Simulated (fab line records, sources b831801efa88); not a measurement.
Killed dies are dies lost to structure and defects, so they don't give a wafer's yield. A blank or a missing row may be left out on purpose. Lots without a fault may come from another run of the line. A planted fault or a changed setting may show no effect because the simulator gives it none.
A struck lot beside a sound one | flow gf180mcu | 16 steps out of a route of 602
Sound: wafers L581.1, L581.2, L581.4. Struck: wafers L583.1, L583.3, L583.4. The cause comes at the end.
At each step with rows: each side's tool, then ch and its chambers, then its first start. Under that, the readings that differ: sound wafers | struck wafers | difference of the means | sigmas: that difference in standard deviations of wafers without a fault.
alike: readings whose means differ by less than 2 such deviations, and words and numbers that are the same on both sides. not compared: withheld readings, readings that some wafer has no value for, bounds like >300 that may hide the same value, and numbers for which the record gives no deviation and whose values overlap.
The two part at a step that has a row with sigmas, a row that says differs or no value, or rows on one side only. Numbers that don't overlap but have no deviation are shown without sigmas and don't part them. A reading that every wafer of one side lacks parts them only if that side has two wafers or more.

GF_M1_SPUTTER_04: material TiN, target thk 50 nm, time 41.7 s.
  sound on pvd_sputter-04, day 18 18:14; struck on pvd_sputter-01, day 19 16:04
  alike: throttle_valve_pct
GF_M1_RS_MEAS_05: measures by four-point-probe.
  sound on film_metro-04, day 18 18:16; struck on film_metro-02, day 19 16:06
  alike: M1_ALCU_RS
GF_M1_THK_MEAS_06: measures by xrf.
  sound on film_metro-04, day 18 18:23; struck on film_metro-02, day 19 16:13
  alike: M1_ALCU_THK
then, 7 steps without rows for these wafers: GF_M1_DEHYDRATE_07 (time 60 s); GF_M1_HMDS_08 (prime time 60 s); GF_M1_COAT_09 (resist thk 1000 nm); GF_M1_SOFTBAKE_10 (time 60 s); GF_M1_EXPOSE_11 (exposes mask Metal1, target cd 230 nm); GF_M1_PEB_12 (peb time 90 s); GF_M1_DEVELOP_13 (develop time 60 s).
GF_M1_CD_MEAS_14: target cd 230 nm.
  sound on cd_sem-02, day 19 19:02; struck on cd_sem-02, day 20 16:03
  alike: cd_nm
GF_M1_OVL_MEAS_15:
  sound on overlay-01, day 19 19:11; struck on overlay-01, day 20 16:10
  alike: M1_OVL
GF_M1_METAL_ETCH_16: etches the open film in Cl2/BCl3, stops on SiO2, target depth 750.8 nm, time 125.1 s.
  sound on rie_metal-04 ch 1, day 19 19:14; struck on rie_metal-03 ch 0,1, day 20 16:13
  no value came back on the struck wafers for any of 6 readings (bcl3_flow_sccm (sccm), bias_w (W) and others); on the sound wafers bcl3_flow_sccm (sccm) reads 40.10 39.84 39.86
  reading                             | sound             | struck          | difference | sigmas
  model.KrF_of_M1_COAT_09.thk_nm (nm) | 689.1 687.7 689.4 | 985 984.7 986.3 | +297       |
  not compared: rf_hours_counter_h
GF_M1_STRIP_17: strips in O2/N2.
  sound on plasma_asher-03 ch 0,1, day 19 19:29; struck on plasma_asher-01 ch 0,1, day 20 16:20
  reading                      | sound             | struck            | difference | sigmas
  oes_product_au (a.u.)        | 0.531 0.547 0.533 | 0.658 0.662 0.647 | +0.119     | +21
  strip_time_to_endpoint_s (s) | 7.42 7.42 7.43    | 10.21 10.20 10.23 | +2.79      | +41
  alike: chamber_pressure_mTorr, drypump_motor_current_A, heater_power_w
  not compared: rf_hours_counter_h
then, 1 step without rows for these wafers: GF_M1_STRIP_18 (strips in post etch residue remover, time 1200 s).
-- the record jumps here: 11 days lie between the struck wafers' starts before and after (it left off in module M1 and takes up again in module PASSIVATION, whose first step shown is number 602 of the route) --
GF_PASSIVATION_PROBE_99:
  the record has rows for the struck wafers here (prober-01, day 31 16:35) and none for the sound ones

WHERE THEY PART
First at GF_M1_METAL_ETCH_16; last, within this record, at GF_PASSIVATION_PROBE_99.

WHY: what the simulator had put in
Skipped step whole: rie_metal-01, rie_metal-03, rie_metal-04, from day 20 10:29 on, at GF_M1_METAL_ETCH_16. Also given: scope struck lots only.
